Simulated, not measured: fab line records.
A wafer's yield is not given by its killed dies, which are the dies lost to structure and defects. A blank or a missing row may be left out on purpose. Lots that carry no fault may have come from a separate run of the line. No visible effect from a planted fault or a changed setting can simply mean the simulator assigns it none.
Chamber matching ; flow gf180mcu ; GF_PASSIVATION_CVD_00 on pecvd-01: 3 sister chambers
The step deposits SiO2 from TEOS, target thk 1000 nm, time 111.95 s. 14 wafers are shown with their chamber, then 6 later ones without.

## WAFERS, EACH WITH ITS CHAMBER
wafer;chamber;heater power outer w (W);heater power w (W)
L462.3;2;427;711
L462.5;1;430;679
L462.6;2;441;752
L464.2;2;444;760
L464.5;0;331;623
L464.6;2;331;594
L469.3;1;553;832
L469.4;1;434;694
L469.6;2;322;579
L471.3;2;426;730
L471.4;1;555;857
L478.3;1;510;771
L478.4;2;441;721
L478.6;0;428;738

SIGNATURES, as means of the wafers listed above
reading;chamber 0;chamber 1;chamber 2;scatter within a chamber
heater power outer w;379.50;496.40;404.57;58.2
heater power w;680.50;766.60;692.43;77
Rule: a wafer's distance from a chamber is the root of the sum, over the readings, of the square of ((its reading less the chamber's mean) divided by the reading's scatter). The wafer belongs to the nearest chamber; if the next one is less than 2 further off, it can't be placed. The scatter: take each reading less its chamber's mean, square it, sum over the shown wafers, divide by the number of wafers less the number of chambers, and take the root.

## WAFERS WHOSE CHAMBER IS MISSING
wafer;heater power outer w (W);heater power w (W)
L479.3;574;835
L479.4;438;697
L479.5;334;618
L483.2;442;781
L483.3;511;779
L483.5;331;586

## WHICH CHAMBER EACH ONE RAN IN
wafer;from the rows above;in truth
L479.3;can't be placed: 1 or 2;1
L479.4;can't be placed: 2 or 0 or 1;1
L479.5;can't be placed: 0 or 2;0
L483.2;can't be placed: 1 or 2 or 0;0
L483.3;can't be placed: 1 or 2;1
L483.5;can't be placed: 0 or 2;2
Correct placement for 0 of the 6. Can't be placed from these rows: 6 (the true chamber is among the candidates in 6). Placed wrongly: 0.
